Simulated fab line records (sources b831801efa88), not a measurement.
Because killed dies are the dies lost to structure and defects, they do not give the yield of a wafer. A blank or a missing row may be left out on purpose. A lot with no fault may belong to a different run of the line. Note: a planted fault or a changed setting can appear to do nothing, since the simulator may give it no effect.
A single fault, viewed from 2 desks | flow gf180mcu | each desk holds nothing but its own numbers, with what lay behind them at the end

## AT THE TOOL OWNER'S DESK: pvd-sputter-01
The tool's own readings at GF_M2_SPUTTER_02 (material AlCu, target thk 450 nm, time 23.9 s): means of the sampled wafers that have a number, for each lot that ran on this tool. Marked OUT: a lot whose mean sits more than 4 standard deviations from the usual mean, which makes it out of limits; the brackets give that distance.
Columns: A = cathode-dc-power-W at GF_M2_SPUTTER_02, usual 10600 W; B = chamber-pressure-pa at GF_M2_SPUTTER_02, usual 0.4128 Pa; C = throttle-valve-pct at GF_M2_SPUTTER_02, usual 30.0 %
lot  | first seen here | A                       | B      | C
L567 | day 21 07:11    | 10599                   | 0.4119 | 29.7
L568 | day 21 09:30    | 12288 (+99 or more) OUT | 0.4127 | 30.0
L570 | day 22 00:17    | 12289 (+99 or more) OUT | 0.4127 | 30.5
L572 | day 22 19:50    | 12287 (+99 or more) OUT | 0.4126 | 30.4
L580 | day 25 04:55    | 10601                   | 0.4141 | 30.0
L582 | day 26 00:49    | 10602                   | 0.4132 | 29.9
L583 | day 26 05:07    | 10601                   | 0.4127 | 29.4
This desk's finding: out of limits on L568, L570, L572; first on L568, day 21 09:30 (cathode-dc-power-W at GF_M2_SPUTTER_02). L567, L580, L582, L583 stayed within limits.

## AT THE METROLOGY DESK
Means of the sampled wafers that have a number, per lot and without regard to the tool the lot ran on: this is what the gauges read. Marked OUT: a lot whose mean sits more than 4 standard deviations from the usual mean, which makes it out of limits; the brackets give that distance.
Columns: A = cd-nm at GF_M1_CD_MEAS_14, usual 230.5 nm; B = M2_ALCU_RS at GF_M2_RS_MEAS_05, usual 0.0701 ohm/sq; C = M2_ALCU_THK at GF_M2_THK_MEAS_06, usual 447 nm
lot  | first seen here | A     | B                | C
L560 | day 17 07:16    | 230.3 | 0.0702           | 443
L563 | day 18 11:01    | 230.3 | 0.0696           | 456
L567 | day 20 03:32    | 229.2 | 0.0698           | 446
L568 | day 20 06:45    | 230.7 | 0.0600 (-13) OUT | 528 (+13) OUT
L570 | day 20 21:33    | 228.5 | 0.0604 (-13) OUT | 515 (+11) OUT
L572 | day 21 17:23    | 230.6 | 0.0602 (-13) OUT | 522 (+12) OUT
L577 | day 23 07:15    | 232.1 | 0.0708           | 440
L578 | day 23 20:44    | 232.6 | 0.0704           | 444
L580 | day 24 03:59    | 231.7 | 0.0693           | 451
L581 | day 24 14:27    | 229.5 | 0.0708           | 441
L582 | day 25 00:46    | 232.0 | 0.0700           | 445
L583 | day 25 05:11    | 231.9 | 0.0705           | 444
Finding of this desk: L568, L570, L572 out of limits, first seen on L568 at day 21 09:35 (M2_ALCU_RS at GF_M2_RS_MEAS_05). L560, L563, L567, L577, L578, L580, L581, L582, L583 stayed within limits.

## ALL TOGETHER
The tool owner's desk had the chance to raise an alarm at day 21 09:30 on L568, L570, L572.
The metrology desk could have raised an alarm at day 21 09:35, on L568, L570, L572.
GF_M2_SPUTTER_02 was run on pvd-sputter-01 by each of the lots named.

## WHAT WAS PUT IN BY THE SIMULATOR
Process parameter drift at GF_M2_SPUTTER_02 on pvd-sputter-01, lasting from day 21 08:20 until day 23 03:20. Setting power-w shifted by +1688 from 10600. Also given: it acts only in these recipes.
Shown lots that were struck: L568, L570, L572.
Delay (hours) between the fault's onset and each desk's first out-of-limits reading: 1 at the tool owner's desk, 1 at the metrology desk.
